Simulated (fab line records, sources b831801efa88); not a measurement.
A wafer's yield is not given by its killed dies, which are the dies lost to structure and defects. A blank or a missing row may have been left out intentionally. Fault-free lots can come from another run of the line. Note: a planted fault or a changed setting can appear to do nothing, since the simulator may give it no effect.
A struck lot beside a sound one ; flow sfq line ; 14 steps out of a route of 325
Sound: these wafers, L484.1, L484.4, L484.5. Struck: wafer L493.2. (L493.1, L493.6 of the same lot were not struck and are left out.) The cause comes at the end.
Order at every step that has rows: each side's tool, ch and its chambers, its first start. Under that, the readings that differ: sound wafers ; struck wafers ; difference of the means ; sigmas: that difference in standard deviations of wafers without a fault.
alike: words and numbers the same on both sides, and readings whose means are apart by under 2 such deviations; not compared: readings that were withheld, readings missing a value for some wafer, numbers with overlapping values and no deviation given by the record, and bounds like >300 which may hide the same value.
The two part at a step that has a row with sigmas, a row that says differs or no value, or rows on one side only. Numbers that don't overlap but have no deviation are shown without sigmas and don't part them. Lack of a reading on every wafer of one side parts them only where that side has two or more wafers.

first, 6 steps without rows for these wafers: SFQ_TRILAYER_M6_LITHO_COAT_164 (resist thk 62 nm); SFQ_TRILAYER_M6_LITHO_COAT_159 (resist thk 600 nm); SFQ_TRILAYER_M6_LITHO_SOFTBAKE_163; SFQ_TRILAYER_M6_LITHO_EXPOSE_160 (exposes mask M6, target cd 500 nm); SFQ_TRILAYER_M6_LITHO_PEB_162 (peb time 60 s); SFQ_TRILAYER_M6_LITHO_DEVELOP_161 (time 60 s).
SFQ_M6_OVL_MEAS_940:
  sound: overlay-01 at day 72 05:31; struck: overlay-01 at day 77 22:22
  alike: M6_OVL
SFQ_TRILAYER_M6_BARC_OPEN_METAL_ETCH_206: etches BARC in O2, target depth 125 nm, time 41.7 s.
  sound on rie metal-01 ch 0,1, day 72 05:34; struck on rie metal-02 ch 1, day 77 22:25
reading;sound;struck;difference;sigmas
drypump motor current A (A);5.7 5.9 5.7;6.8;+1.0;+3
  alike: chamber pressure mTorr, oes product au
  not compared: rf hours counter h
SFQ_TRILAYER_M6_ETCH_METAL_ETCH_162: etches Nb in Cl2/Ar, stops on SiO2, target depth 240 nm, time 120 s.
  sound on rie metal-01 ch 0,1, day 72 05:37; struck on rie metal-02 ch 1, day 77 22:28
reading;sound;struck;difference;sigmas
drypump motor current A (A);5.7 5.9 5.7;6.8;+1.0;+3
  alike: chamber pressure mTorr, oes product au
  not compared: rf hours counter h
SFQ_TRILAYER_M6_STRIP_STRIP_163: strips in O2.
  sound on rie metal-01 ch 0,1, day 72 05:44; struck on rie metal-02 ch 1, day 77 22:35
reading;sound;struck;difference;sigmas
drypump motor current A (A);5.8 5.9 5.7;6.8;+1.0;+2
  alike: chamber pressure mTorr, oes product au
  not compared: rf hours counter h
then, 1 step without rows for these wafers: SFQ_TRILAYER_M6_STRIP_SOLV_CLEAN_164 (cleans in NMP, time 600 s).
SFQ_TRILAYER_I6_DEP_PECVD_165: deposits SiO2 from SiH4/N2O, time 111.11 s, target thk 500 nm.
  sound on pecvd-03 ch 0,1,2, day 72 06:31; struck on pecvd-01 ch 2, day 77 23:22
  alike: heater power w, throttle valve pct
SFQ_TRILAYER_I6_CMP_CMP_166: polishes SiO2.
  sound on cmp-02 ch 0,2,3, day 72 07:35; struck on cmp-01 ch 0, day 78 12:33
reading;sound;struck;difference;sigmas
time to endpoint s (s);208 212 224;112;-103;-15
  alike: motor current A
SFQ_I6_BOW_MEAS_941:
  sound: film metro-03 at day 72 09:35; struck: film metro-01 at day 78 14:33
  alike: I6_BOW

## WHERE THEY PART
First at SFQ_TRILAYER_M6_BARC_OPEN_METAL_ETCH_206; last, within this record, at SFQ_TRILAYER_I6_CMP_CMP_166. Later steps at which nothing parts them and some readings are alike: SFQ_I6_BOW_MEAS_941.

WHY: whatever the simulator had introduced
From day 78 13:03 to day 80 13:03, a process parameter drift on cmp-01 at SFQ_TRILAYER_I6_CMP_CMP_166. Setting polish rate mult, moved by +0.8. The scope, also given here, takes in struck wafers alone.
